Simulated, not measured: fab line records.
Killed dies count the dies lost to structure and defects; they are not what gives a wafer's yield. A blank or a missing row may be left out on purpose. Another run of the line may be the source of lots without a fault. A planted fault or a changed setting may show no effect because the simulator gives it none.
Struck lot and sound lot, side by side / flow gf180mcu / 17 out of 602 route steps
Sound: these wafers, L786.2, L786.3, L786.5. Struck: wafers L788.1, L788.4, L788.5. At the end, the cause is stated.
For every step that has rows: the tool of each side, followed by ch and its chambers, followed by its first start. Under that, the readings that differ: sound wafers / struck wafers / difference of the means / sigmas: that difference in standard deviations of wafers without a fault.
alike: readings whose means differ by less than 2 such deviations, and words and numbers that are the same on both sides. not compared: withheld readings, readings that some wafer has no value for, bounds like >300 that may hide the same value, and numbers for which the record gives no deviation and whose values overlap.
Wherever a step has rows on one side only, a row that says differs or no value, or a row with sigmas, the two part there. Numbers that don't overlap but have no deviation are shown without sigmas and don't part them. A reading that every wafer of one side lacks parts them only if that side has two wafers or more.

first, 3 steps without rows for these wafers: GF_V3_EXPOSE_11 (exposes mask Via3, target cd 260 nm); GF_V3_PEB_12 (peb time 90 s); GF_V3_DEVELOP_13 (develop time 60 s).
GF_V3_CD_MEAS_14: target cd 260 nm.
  sound: cd_sem-02 at day 23 10:33; struck: cd_sem-02 at day 24 07:53
  alike: cd_nm
GF_V3_OVL_MEAS_15:
  sound: overlay-01 at day 23 10:39; struck: overlay-01 at day 24 08:00
  alike: V3_OVL
GF_V3_ETCH_16: etches BARC in N2/H2.
  sound on rie_diel-03 ch 0,1,3, day 23 10:41; struck on rie_diel-02 ch 1,3, day 24 08:02
  alike: drypump_motor_current_A, oes_product_au, throttle_valve_pct
GF_V3_ETCH_17: etches SiO2 in C4F8/O2/Ar, stops on TiN, target depth 635 nm.
  sound: rie_diel-03 ch 0,1,3; struck: rie_diel-02 ch 1,3
  alike: oes_product_au
GF_V3_STRIP_18: strips in O2/N2.
  sound on plasma_asher-03 ch 0,1, day 23 10:49; struck on plasma_asher-02 ch 0,1, day 24 08:10
  alike: drypump_motor_current_A, heater_power_w, oes_product_au
  not compared: rf_hours_counter_h
then, 3 steps without rows for these wafers: GF_V3_STRIP_19 (strips in post etch residue remover, time 1200 s); GF_V3_CLEAN_20 (cleans in DIW); GF_V3_SPUTTER_21 (material Ti, target thk 15 nm, time 80.02 s).
GF_V3_SPUTTER_22: material TiN, target thk 10 nm, time 40 s.
  sound: pvd_sputter-02 at day 23 11:25; struck: pvd_sputter-04 at day 24 08:46
  alike: cathode_dc_power_W, throttle_valve_pct
GF_V3_CVD_23: deposits W, target thk 350 nm, time 104.9 s.
  sound on cvd_w-01 ch 0,1, day 23 11:26; struck on cvd_w-01 ch 0,1, day 24 08:48
reading=susceptor_temp_C (C); sound=400.14 400.08 400.13; struck=408.89 408.96 408.97; difference=+8.82; sigmas=+42
reading=model.W_of_V3_CVD_23.thk_nm (nm); sound=351.1 354 351.5; struck=414 408.5 405.8; difference=+57; sigmas=
  alike: heater_power_outer_w, heater_power_w
GF_V3_RS_MEAS_24: a four-point-probe measurement.
  sound: film_metro-01 at day 23 11:35; struck: film_metro-04 at day 24 08:55
reading=V3_W_RS (ohm/sq); sound=0.327 0.324 0.326; struck=0.277 0.281 0.282; difference=-0.046; sigmas=-11
GF_V3_THK_MEAS_25: measures by xrf.
  sound: film_metro-01 at day 23 11:41; struck: film_metro-04 at day 24 09:02
reading=V3_W_THK (nm); sound=345 347 344; struck=407 401 398; difference=+57; sigmas=+11
GF_V3_CMP_26: polishes, stops on SiO2, t overpolish 15 s, target thk 0 nm.
  sound on cmp-01 ch 0,1,2, day 23 11:44; struck on cmp-01 ch 0,1, day 24 09:06
reading=time_to_endpoint_s (s); sound=84 90 87; struck=105 103 106; difference=+18; sigmas=+4
  alike: motor_current_A, slurry_filter_dp_kPa, slurry_flow_ml_min
GF_M4_SPUTTER_00: material Ti, target thk 37.5 nm, time 150 s.
  sound: pvd_sputter-03 at day 23 12:02; struck: pvd_sputter-02 at day 24 09:24
  alike: cathode_dc_power_W, throttle_valve_pct

## WHERE THEY PART
Last at GF_V3_CMP_26 as far as this record goes, first at GF_V3_CVD_23. Later steps at which nothing parts them and some readings are alike: GF_M4_SPUTTER_00.

WHY: whatever the simulator had introduced
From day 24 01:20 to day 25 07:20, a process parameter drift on cvd_w-01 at GF_V3_CVD_23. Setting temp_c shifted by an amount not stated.
